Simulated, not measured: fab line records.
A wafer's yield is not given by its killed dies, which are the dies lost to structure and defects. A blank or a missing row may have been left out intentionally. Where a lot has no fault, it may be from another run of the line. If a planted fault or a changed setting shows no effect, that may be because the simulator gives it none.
fab line records -- flow sky130
record: lots: 9, wafers: 27, last_day: 50
route steps=708 shown VIA4@659 METAL5@663 PASSIVATION@683 PAD_OPEN@701
lots with no fault: from the same line, run without faults
start_h: hours from the record's opening day to when the first of the lot's shown wafers began -- wait_h: time in hours since the lot's previous step -- " repeats the value in the row above -- L1.1+2: a single row standing in for several wafers -- - no value present, or no start provided -- * or withheld: withheld -- < > ~ a bound
route shown NAME@n: NAME is a module with steps in the file, n the number in the route of the first one -- usual: the fault-free wafers' mean and standard deviation -- same: alike in all rows -- chamber/n: place in a boat -- sites: readings site by site -- _std_site: the values' standard deviation -- _edge_site: inner sites' mean taken away from outer sites' mean -- radius_mm: for every site, how far away it sits from the centre of the wafer -- mask NAME#n: copy n -- behind: the tool/chamber that last shaped the wafer -- hold: cause of the lot's hold/its duration in hours/its outcome -- device: transistor that didn't switch, given as n, p or np -- end of line: the route-end tests of the same wafers -- a step given without rows: its recipe and nothing more -- killed: count of dies lost to structure and defects at first sort (not the wafer's yield) -- map: a wafer's dies, x killed, . not, _ none there
set.NAME: the setting that was run; set.NAME@STEP: the one run at that earlier step -- model.NAME: the simulator's own value behind a step, which no gauge read
steps of the route over a sample of lots; a table a step, a row a wafer
services: from which hour (start_h, from the record's first day; less than 0 if before it) a tool's chamber was out of use, for how many hours, and why
== steps ==
step: SKY_VIA4_THK_MEAS_20
recipe: thk_meas_gauge: xrf, reads: W_of_VIA4_CVD_18
usual: VIA4_W_THK: 502/6.5
lot.wafer,tool,chamber,start_h,wait_h,VIA4_W_THK[nm]
L471.1,film_metro-01,-,1012.16,0.1,507
L471.2,film_metro-01,-,1012.16,0.1,508
L471.6,film_metro-01,-,1012.16,0.1,499
L474.2,film_metro-04,-,1061.55,0.1,512
L474.5,film_metro-04,-,1061.55,0.1,503
L474.6,film_metro-04,-,1061.55,0.1,508
L476.1,film_metro-01,-,1063.07,0.1,511
L476.3,film_metro-01,-,1063.07,0.1,505
L476.4,film_metro-01,-,1063.07,0.1,508
L479.1,film_metro-03,-,1065.13,0.1,488
L479.3,film_metro-03,-,1065.13,0.1,501
L479.6,film_metro-03,-,1065.13,0.1,500
L482.2,film_metro-03,-,1087.24,0.1,486
L482.4,film_metro-03,-,1087.24,0.1,492
L482.5,film_metro-03,-,1087.24,0.1,496
L484.2,film_metro-04,-,1112.83,0.1,500
L484.5,film_metro-04,-,1112.83,0.1,502
L484.6,film_metro-04,-,1112.83,0.1,497
L489.1,film_metro-01,-,1135.99,0.1,507
L489.4,film_metro-01,-,1135.99,0.1,517
L489.5,film_metro-01,-,1135.99,0.1,508
L490.3,film_metro-01,-,1147.18,0.1,504
L490.4,film_metro-01,-,1147.18,0.1,511
L490.5,film_metro-01,-,1147.18,0.1,503
L491.1,film_metro-01,-,1149.16,0.1,505
L491.3,film_metro-01,-,1149.16,0.1,505
L491.5,film_metro-01,-,1149.16,0.1,514
step: SKY_VIA4_CMP_21
recipe: stop_on: SiO2, t_overpolish_s: 25, down_force_psi: 3.5, platen_rpm: 60, target_thk_nm: 0, pad_velocity_m_s: 0.94248
usual: motor_current_A: 10.7/0.71, overpolish_run_s: 25.001/0.0089, slurry_flow_ml_min: 150.0/0.52, time_to_endpoint_s: 124/3.9
lot.wafer,tool,chamber,start_h,wait_h,motor_current_A,overpolish_run_s,slurry_flow_ml_min,time_to_endpoint_s
L471.1,cmp-02,3,1012.43,0.3,10.7,25.000,150.0,122
L471.2,cmp-02,0,1012.43,0.3,10.8,25.002,149.3,121
L471.6,cmp-02,3,1012.43,0.3,10.3,25.001,149.6,121
L474.2,cmp-01,1,1061.75,0.2,10.0,24.988,150.3,131
L474.6,cmp-01,2,1061.75,0.2,12.6,24.994,150.2,131
L474.5,cmp-01,3,1061.75,0.2,10.2,24.986,150.2,129
L476.1,cmp-01,3,1063.40,0.3,10.9,25.010,150.3,128
L476.4,cmp-01,0,1063.40,0.3,11.3,24.993,149.3,126
L476.3,cmp-01,2,1063.40,0.3,12.1,25.006,150.6,126
L479.3,cmp-01,1,1065.49,0.3,9.6,24.997,150.2,133
L479.1,cmp-01,3,1065.49,0.3,10.5,25.017,149.4,129
L479.6,cmp-01,0,1065.49,0.3,11.4,24.993,150.1,129
L482.2,cmp-02,2,1087.34,0.1,11.2,24.989,150.1,124
L482.4,cmp-02,3,1087.34,0.1,11.0,25.010,149.8,124
L482.5,cmp-02,1,1087.34,0.1,9.9,25.002,150.9,124
L484.2,cmp-02,1,1112.93,0.1,9.6,25.012,150.9,125
L484.6,cmp-02,0,1112.93,0.1,10.7,24.988,149.4,127
L484.5,cmp-02,1,1112.93,0.1,9.9,25.009,150.4,129
L489.1,cmp-02,0,1136.05,0.1,10.6,25.021,149.3,120
L489.4,cmp-02,1,1136.05,0.1,10.1,24.991,150.4,121
L489.5,cmp-02,0,1136.05,0.1,10.7,25.006,149.7,122
L490.4,cmp-02,2,1147.29,0.1,11.1,25.010,149.6,133
L490.3,cmp-02,3,1147.29,0.1,10.2,24.997,149.3,128
L490.5,cmp-02,3,1147.29,0.1,10.5,24.999,149.9,125
L491.3,cmp-02,0,1149.22,0.0,11.0,25.012,149.6,121
L491.1,cmp-02,2,1149.22,0.0,11.1,24.999,150.4,124
L491.5,cmp-02,1,1149.22,0.0,10.4,25.008,149.8,124
step: SKY_METAL5_SPUTTER_02
recipe: material: AlCu, target_thk_nm: 1150, power_w: 10600, time_s: 61.2, chamber_pressure_pa: 0.4
usual: throttle_valve_pct: 29.6/1
lot.wafer,tool,chamber,start_h,wait_h,throttle_valve_pct
L471.1,pvd_sputter-02,-,1012.73,0.0,30.2
L471.2,pvd_sputter-02,-,1012.73,0.0,29.3
L471.6,pvd_sputter-02,-,1012.73,0.0,30.1
L474.2,pvd_sputter-04,-,1061.95,0.0,30.9
L474.5,pvd_sputter-04,-,1061.95,0.0,27.3
L474.6,pvd_sputter-04,-,1061.95,0.0,30.1
L476.1,pvd_sputter-01,-,1063.75,0.0,29.4
L476.3,pvd_sputter-01,-,1063.75,0.0,29.4
L476.4,pvd_sputter-01,-,1063.75,0.0,30.6
L479.1,pvd_sputter-02,-,1065.79,0.0,30.1
L479.3,pvd_sputter-02,-,1065.79,0.0,29.2
L479.6,pvd_sputter-02,-,1065.79,0.0,29.2
L482.2,pvd_sputter-04,-,1087.64,0.0,27.3
L482.4,pvd_sputter-04,-,1087.64,0.0,30.1
L482.5,pvd_sputter-04,-,1087.64,0.0,30.9
L484.2,pvd_sputter-04,-,1113.23,0.0,30.7
L484.5,pvd_sputter-04,-,1113.23,0.0,30.4
L484.6,pvd_sputter-04,-,1113.23,0.0,29.8
L489.1,pvd_sputter-04,-,1136.41,0.0,30.0
L489.4,pvd_sputter-04,-,1136.41,0.0,29.9
L489.5,pvd_sputter-04,-,1136.41,0.0,29.9
L490.3,pvd_sputter-04,-,1147.64,0.0,31.1
L490.4,pvd_sputter-04,-,1147.64,0.0,29.8
L490.5,pvd_sputter-04,-,1147.64,0.0,30.5
L491.1,pvd_sputter-01,-,1149.57,0.0,29.5
L491.3,pvd_sputter-01,-,1149.57,0.0,29.6
L491.5,pvd_sputter-01,-,1149.57,0.0,30.9
step: SKY_PASSIVATION_CVD_02
recipe: material: Si3N4, target_thk_nm: 540, temp_c: 400, time_s: withheld, rf_w: 450
usual: heater_power_w: 696/72, rf_fwd_power_W: 449.0/1.2
lot.wafer,tool,chamber,start_h,wait_h,heater_power_w,rf_fwd_power_W
L471.1,pecvd-01,0,1035.29,0.1,613,449.4
L471.2,pecvd-01,1,1035.29,0.1,700,450.6
L471.6,pecvd-01,2,1035.29,0.1,657,449.3
L474.2,pecvd-01,2,1083.19,0.0,609,450.0
L474.5,pecvd-01,2,1083.19,0.0,645,449.2
L474.6,pecvd-01,1,1083.19,0.0,655,449.1
L476.1,pecvd-02,2,1085.01,0.1,771,450.0
L476.3,pecvd-02,1,1085.01,0.1,695,446.4
L476.4,pecvd-02,1,1085.01,0.1,732,448.1
L479.1,pecvd-02,2,1087.89,0.1,854,447.7
L479.3,pecvd-02,1,1087.89,0.1,765,450.0
L479.6,pecvd-02,1,1087.89,0.1,776,448.5
L482.2,pecvd-02,1,1108.82,0.0,850,270.1
L482.4,pecvd-02,0,1108.82,0.0,749,268.5
L482.5,pecvd-02,2,1108.82,0.0,763,267.7
L484.2,pecvd-02,0,1133.97,0.0,776,267.8
L484.5,pecvd-02,2,1133.97,0.0,771,270.0
L484.6,pecvd-02,1,1133.97,0.0,817,268.6
L489.1,pecvd-04,1,1156.11,0.1,670,448.8
L489.4,pecvd-04,2,1156.11,0.1,708,449.5
L489.5,pecvd-04,0,1156.11,0.1,700,449.2
L490.3,pecvd-01,1,1166.41,0.0,692,450.1
L490.4,pecvd-01,1,1166.41,0.0,696,450.0
L490.5,pecvd-01,2,1166.41,0.0,738,451.1
L491.1,pecvd-01,0,1167.97,0.1,688,448.7
L491.3,pecvd-01,2,1167.97,0.1,725,449.8
L491.5,pecvd-01,0,1167.97,0.1,567,446.5
step: SKY_PASSIVATION_THK_MEAS_03
recipe: reads: Si3N4_of_PASSIVATION_CVD_02
usual: PASSIVATION_CVD_02_THK: 540/6.2
lot.wafer,tool,chamber,start_h,wait_h,hold,PASSIVATION_CVD_02_THK[nm]
L471.1,film_metro-02,-,1035.52,-,-,542
L471.2,film_metro-02,-,1035.52,-,-,538
L471.6,film_metro-02,-,1035.52,-,-,540
L474.2,film_metro-03,-,1083.43,-,-,538
L474.5,film_metro-03,-,1083.43,-,-,549
L474.6,film_metro-03,-,1083.43,-,-,544
L476.1,film_metro-04,-,1085.24,-,-,538
L476.3,film_metro-04,-,1085.24,-,-,541
L476.4,film_metro-04,-,1085.24,-,-,542
L479.1,film_metro-03,-,1088.12,-,-,534
L479.3,film_metro-03,-,1088.12,-,-,532
L479.6,film_metro-03,-,1088.12,-,-,546
L482.2,film_metro-04,-,1109.05,-,await_dispo/0.2h/release,459
L482.4,film_metro-04,-,1109.05,-,await_dispo/0.2h/release,458
L482.5,film_metro-04,-,1109.05,-,await_dispo/0.2h/release,463
L482.2,film_metro-04,-,1109.28,0.2,-,459
L482.4,film_metro-04,-,1109.28,0.2,-,459
L482.5,film_metro-04,-,1109.28,0.2,-,463
L484.2,film_metro-03,-,1134.20,-,await_dispo/0.2h/release,456
L484.5,film_metro-03,-,1134.20,-,await_dispo/0.2h/release,469
L484.6,film_metro-03,-,1134.20,-,await_dispo/0.2h/release,474
L484.2,film_metro-03,-,1134.43,0.2,-,456
L484.5,film_metro-03,-,1134.43,0.2,-,470
L484.6,film_metro-03,-,1134.43,0.2,-,474
L489.1,film_metro-03,-,1156.33,-,-,546
L489.4,film_metro-03,-,1156.33,-,-,546
L489.5,film_metro-03,-,1156.33,-,-,542
L490.3,film_metro-04,-,1166.65,-,-,537
L490.4,film_metro-04,-,1166.65,-,-,543
L490.5,film_metro-04,-,1166.65,-,-,548
L491.1,film_metro-03,-,1168.19,-,-,543
L491.3,film_metro-03,-,1168.19,-,-,539
L491.5,film_metro-03,-,1168.19,-,-,545
step: SKY_PASSIVATION_ETCH_11
recipe: chemistry: CF4/O2, target_depth_nm: 725, stop_on: AlCu, source_w: 800, bias_w: 150, pressure_mtorr: 150, cf4_flow_sccm: 80, O2_flow_sccm: 10, time_s: 161.1
usual: drypump_motor_current_A: 5.4/0.44, oes_product_au: 0.977/0.0074, throttle_valve_pct: 5.964/0.0093
lot.wafer,tool,chamber,start_h,wait_h,drypump_motor_current_A,oes_product_au,rf_hours_counter_h,throttle_valve_pct
L471.1,rie_diel-03,0,1057.36,-,6.1,0.977,10,5.966
L471.2,rie_diel-03,2,1057.36,-,5.4,0.984,17,5.977
L471.6,rie_diel-03,1,1057.36,-,4.6,0.983,-,5.942
L474.2,rie_diel-03,2,1103.91,-,5.4,0.974,19,5.964
L474.5,rie_diel-03,3,1103.91,-,5.7,0.977,-,5.963
L474.6,rie_diel-03,2,1103.91,-,5.4,0.983,-,5.975
L476.1,rie_diel-04,2,1105.56,-,5.0,0.977,26,5.960
L476.3,rie_diel-04,3,1105.56,-,5.9,0.981,24,5.969
L476.4,rie_diel-04,0,1105.56,-,4.8,0.993,12,5.960
L479.1,rie_diel-04,2,1108.21,-,5.0,0.977,26,5.963
L479.3,rie_diel-04,1,1108.21,-,5.4,0.971,22,5.956
L479.6,rie_diel-04,3,1108.21,-,5.9,0.979,-,5.958
L482.2,rie_diel-02,1,1128.93,-,5.6,0.915,23,5.948
L482.4,rie_diel-02,2,1128.93,-,5.2,0.912,9,5.933
L482.5,rie_diel-02,1,1128.93,-,5.7,0.911,-,5.949
L484.2,rie_diel-03,1,1152.56,-,4.6,0.902,17,5.941
L484.5,rie_diel-03,1,1152.56,-,4.6,0.925,-,5.951
L484.6,rie_diel-03,0,1152.56,-,6.1,0.923,-,5.939
L489.1,rie_diel-03,2,1173.11,-,5.4,0.982,21,5.947
L489.4,rie_diel-03,1,1173.11,-,4.6,0.988,18,5.965
L489.5,rie_diel-03,1,1173.11,-,4.6,0.978,-,5.965
L490.3,rie_diel-02,2,1183.16,-,5.2,0.976,11,5.961
L490.4,rie_diel-02,1,1183.16,-,5.7,0.990,-,5.964
L490.5,rie_diel-02,2,1183.16,-,5.2,0.982,-,5.956
L491.1,rie_diel-03,1,1185.36,-,4.6,0.984,18,5.963
L491.3,rie_diel-03,0,1185.36,-,6.1,0.977,14,5.962
L491.5,rie_diel-03,0,1185.36,-,6.1,0.976,-,5.970
step: SKY_PAD_OPEN_ETCH_07
recipe: chemistry: CF4/O2, target_depth_nm: 725, stop_on: AlCu, source_w: 800, bias_w: 150, pressure_mtorr: 150, cf4_flow_sccm: 80, O2_flow_sccm: 10, time_s: 161.1
usual: drypump_motor_current_A: 5.4/0.34, oes_product_au: 0.977/0.0068, throttle_valve_pct: 5.965/0.0087
lot.wafer,tool,chamber,start_h,wait_h,drypump_motor_current_A,oes_product_au,rf_hours_counter_h,throttle_valve_pct
L471.1,rie_diel-02,1,1078.70,-,5.7,0.981,21,5.969
L471.2,rie_diel-02,0,1078.70,-,5.4,0.976,28,5.964
L471.6,rie_diel-02,1,1078.70,-,5.7,0.974,-,5.960
L474.2,rie_diel-02,3,1123.45,-,5.5,0.977,30,5.963
L474.5,rie_diel-02,3,1123.45,-,5.5,0.984,-,5.957
L474.6,rie_diel-02,1,1123.45,-,5.7,0.979,-,5.955
L476.1,rie_diel-01,1,1125.41,-,5.5,0.972,17,5.952
L476.3,rie_diel-01,0,1125.41,-,5.4,0.974,8,5.963
L476.4,rie_diel-01,2,1125.41,-,5.8,0.980,16,5.962
L479.1,rie_diel-02,0,1127.95,-,5.4,0.977,0,5.954
L479.3,rie_diel-02,1,1127.95,-,5.6,0.975,23,5.969
L479.6,rie_diel-02,2,1127.95,-,5.3,0.972,-,5.985
L482.2,rie_diel-02,2,1147.41,-,5.3,0.909,10,5.933
L482.4,rie_diel-02,1,1147.41,-,5.6,0.911,24,5.945
L482.5,rie_diel-02,1,1147.41,-,5.6,0.918,-,5.939
L484.2,rie_diel-04,1,1169.61,-,5.5,0.910,25,5.959
L484.5,rie_diel-04,2,1169.61,-,5.0,0.919,-,5.940
L484.6,rie_diel-04,1,1169.61,-,5.5,0.932,-,5.958
L489.1,rie_diel-02,1,1190.01,-,5.6,0.973,26,5.959
L489.4,rie_diel-02,3,1190.01,-,5.5,0.979,0,5.965
L489.5,rie_diel-02,3,1190.01,-,5.5,0.982,-,5.975
L490.3,rie_diel-04,3,1198.91,-,5.9,0.976,28,5.973
L490.4,rie_diel-04,0,1198.91,-,4.8,0.986,15,5.978
L490.5,rie_diel-04,1,1198.91,-,5.4,0.986,-,5.973
L491.1,rie_diel-01,1,1200.81,-,5.5,0.979,20,5.963
L491.3,rie_diel-01,2,1200.81,-,5.9,0.974,19,5.960
L491.5,rie_diel-01,3,1200.81,-,5.0,0.978,-,5.966
step: SKY_PAD_OPEN_PROBE_99
usual: defect_limited_yield: 82.5/1.9, killed_at_M0_to_M3: 44/7.2, killed_at_M4_up: 3.0/1.8, killed_at_contacts: 24/5.4, killed_at_front_end: 14/4.4, killed_at_other: 0.4/0.64, killed_dies: 86/9.4, killed_open: 47/7.7, killed_short: 39/5.8, sort_bin_3_pad_short: 0.9/0.38, sort_bin_5_function: 10.3/1.4, sort_bin_6_memory: 6.4/1.2, sort_n_pass: 406/9.4, sort_yield_pct: 82.5/1.9
same: gross_dies: 492, killed_at_back_side: 0, sort_bin_4_leakage[%]: 0, sort_bin_8_speed[%]: 0
lot.wafer,tool,chamber,start_h,wait_h,defect_limited_yield[%],killed_at_M0_to_M3,killed_at_M4_up,killed_at_contacts,killed_at_front_end,killed_at_other,killed_dies,killed_open,killed_short,sort_bin_3_pad_short[%],sort_bin_5_function[%],sort_bin_6_memory[%],sort_n_pass,sort_yield_pct[%]
L474.2,prober-01,-,1125.82,0.1,79.1,50,4,28,18,3,103,65,35,0.8,12.6,7.5,389,79.1
L474.5,prober-01,-,1125.97,0.2,79.7,45,2,30,22,1,100,56,43,1.2,12.6,6.5,392,79.7
L474.6,prober-01,-,1126.02,0.2,82.9,41,5,23,13,2,84,47,37,0,8.9,8.1,408,82.9
L476.1,prober-02,-,1127.73,0.1,81.1,46,3,27,17,0,93,58,35,1.0,11.0,6.9,399,81.1
L476.3,prober-02,-,1127.83,0.2,84.6,31,2,28,13,2,76,45,29,0.4,9.3,5.7,416,84.6
L476.4,prober-02,-,1127.88,0.2,79.9,56,1,22,19,1,99,61,37,1.0,11.2,7.9,393,79.9
L484.2,prober-01,-,1172.22,0.1,84.3,40,3,25,9,0,77,40,37,0.2,9.6,5.9,415,84.3
L484.5,prober-01,-,1172.37,0.2,84.6,39,0,22,15,0,76,46,30,0.6,8.3,6.5,416,84.6
L484.6,prober-01,-,1172.42,0.2,81.7,52,3,24,11,0,90,42,48,0.6,11.8,5.9,402,81.7
L489.1,prober-01,-,1192.42,0.1,84.3,43,5,17,12,0,77,41,36,0.8,8.7,6.1,415,84.3
L489.4,prober-01,-,1192.57,0.2,82.9,41,3,26,14,0,84,42,42,0.8,9.8,6.5,408,82.9
L489.5,prober-01,-,1192.62,0.2,83.5,34,8,21,17,1,81,43,37,1.6,10.0,4.9,411,83.5
killed by level:class
L474.2 LI_CONTACT:geometric_particle:open=13 VIA1:geometric_particle:open=11 VIA3:geometric_particle:open=10 METAL2:geometric_particle:short=7 POLY_GATE:geometric_particle:open=6 CONTACT:geometric_particle:short=6 CONTACT:geometric_particle:open=6 VIA2:geometric_particle:open=5
L474.5 VIA1:geometric_particle:open=12 CONTACT:geometric_particle:open=11 CONTACT:geometric_particle:short=7 VIA2:geometric_particle:open=7 VIA3:geometric_particle:open=7 FIELD_ISO:geometric_particle:short=6 POLY_GATE:geometric_particle:short=6 LI_CONTACT:geometric_particle:open=6
L474.6 CONTACT:geometric_particle:open=11 LI_CONTACT:geometric_particle:open=8 VIA1:geometric_particle:open=7 VIA2:geometric_particle:open=7 METAL1:geometric_particle:short=6 VIA3:geometric_particle:open=6 METAL2:geometric_particle:short=5 VIA2:geometric_particle:short=5
L476.1 CONTACT:geometric_particle:open=14 VIA1:geometric_particle:open=13 VIA3:geometric_particle:open=7 VIA2:geometric_particle:open=7 FIELD_ISO:geometric_particle:short=6 LI_CONTACT:geometric_particle:open=6 METAL2:geometric_particle:short=6 CONTACT:geometric_particle:short=4
L476.3 CONTACT:geometric_particle:open=10 LI_CONTACT:geometric_particle:open=9 VIA1:geometric_particle:open=6 VIA2:geometric_particle:open=6 CONTACT:geometric_particle:short=5 VIA1:geometric_particle:short=5 VIA2:geometric_particle:short=5 POLY_GATE:geometric_particle:short=4
L476.4 VIA1:geometric_particle:open=16 CONTACT:geometric_particle:open=8 VIA2:geometric_particle:open=8 POLY_GATE:geometric_particle:open=6 METAL1:geometric_particle:short=6 FIELD_ISO:geometric_particle:open=5 LI_CONTACT:geometric_particle:open=5 CONTACT:geometric_particle:short=5
L484.2 VIA1:geometric_particle:open=9 LI_CONTACT:geometric_particle:open=9 METAL2:geometric_particle:short=7 CONTACT:geometric_particle:open=7 VIA1:geometric_particle:short=5 LOCAL_INTERCONNECT:geometric_particle:short=4 VIA2:geometric_particle:open=4 METAL3:geometric_particle:short=4
L484.5 CONTACT:geometric_particle:open=11 METAL1:geometric_particle:short=8 VIA2:geometric_particle:open=7 VIA1:geometric_particle:open=7 VIA3:geometric_particle:open=5 FIELD_ISO:geometric_particle:short=4 LI_CONTACT:geometric_particle:open=4 CONTACT:geometric_particle:short=4
L484.6 METAL2:geometric_particle:short=10 CONTACT:geometric_particle:open=9 VIA3:geometric_particle:open=7 CONTACT:geometric_particle:short=7 METAL1:geometric_particle:short=6 VIA1:geometric_particle:short=6 VIA1:geometric_particle:open=6 VIA2:geometric_particle:open=6
L489.1 VIA1:geometric_particle:open=13 CONTACT:geometric_particle:open=6 METAL1:geometric_particle:short=6 VIA2:geometric_particle:open=6 LI_CONTACT:geometric_particle:open=5 METAL2:geometric_particle:short=5 METAL4:geometric_particle:short=5 POLY_GATE:geometric_particle:short=4
L489.4 VIA1:geometric_particle:open=13 LOCAL_INTERCONNECT:geometric_particle:short=7 VIA3:geometric_particle:open=7 CONTACT:geometric_particle:open=6 METAL2:geometric_particle:short=6 LI_CONTACT:geometric_particle:open=5 LI_CONTACT:geometric_particle:short=4 CONTACT:geometric_particle:short=4
L489.5 LI_CONTACT:geometric_particle:open=9 VIA1:geometric_particle:open=9 VIA2:geometric_particle:open=8 FIELD_ISO:geometric_particle:short=7 METAL4:geometric_particle:short=7 LOCAL_INTERCONNECT:geometric_particle:short=5 FIELD_ISO:geometric_particle:open=4 CONTACT:geometric_particle:open=4
== services ==
tool,chamber,start_h,hours,kind
rie_diel-04,2,992.61,14.2,repair
rie_diel-02,2,999.43,5.8,repair
rie_diel-02,-,1003.64,0.3,repair
cmp-02,-,1013.64,2.5,repair
rie_diel-03,1,1019.52,4.4,repair
pecvd-02,-,1021.17,2.2,repair
rie_diel-03,3,1021.57,12.0,repair
rie_diel-03,-,1032.03,0.6,repair
cmp-01,-,1037.63,0.6,repair
pecvd-01,-,1039.35,0.6,repair
pecvd-01,-,1048.81,0.8,pm
cmp-01,-,1084.05,4.0,pm
cmp-02,-,1099.43,8.2,pm
rie_diel-04,-,1099.49,0.2,repair
cmp-01,-,1118.48,13.4,pm
rie_diel-03,1,1121.02,8.8,repair
rie_diel-04,2,1122.45,4.4,repair
cmp-02,-,1143.78,1.3,repair
pecvd-02,1,1151.04,6.4,repair
rie_diel-04,0,1170.62,8.3,repair
rie_diel-03,-,1174.80,2.8,pm
pecvd-01,0,1195.52,3.1,repair
cmp-02,-,1197.10,4.0,pm
pvd_sputter-04,-,1198.00,7.0,repair
== key ==
first_sign: step: SKY_PASSIVATION_CVD_02, reading: rf_fwd_power_W, direction: down, sigmas: 99+, usual: 449.0, struck: 268.8
effect: step: SKY_PASSIVATION_THK_MEAS_03, reading: visit, direction: added
effect: step: SKY_PASSIVATION_THK_MEAS_03, reading: PASSIVATION_CVD_02_THK, direction: down, sigmas: 12, usual: 540, struck: 463
effect: step: SKY_PASSIVATION_ETCH_11, reading: oes_product_au, direction: down, sigmas: 8.5, usual: 0.977, struck: 0.915
effect: step: SKY_PAD_OPEN_ETCH_07, reading: oes_product_au, direction: down, sigmas: 9, usual: 0.977, struck: 0.917
met_at SKY_PASSIVATION_CVD_02
struck_lots L482,L484
not_acting_at SKY_VIA4_THK_MEAS_20,SKY_VIA4_CMP_21,SKY_METAL5_SPUTTER_02
onset_between 1087.89 1108.82
fault: kind: process_parameter_drift, tool: pecvd-02, chamber: -, onset_h: 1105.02, steps: SKY_PASSIVATION_CVD_02, channel: rf_w, offset: -180, shape: step, end_h: 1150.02, acts_in: these_recipes_only, stated: 450
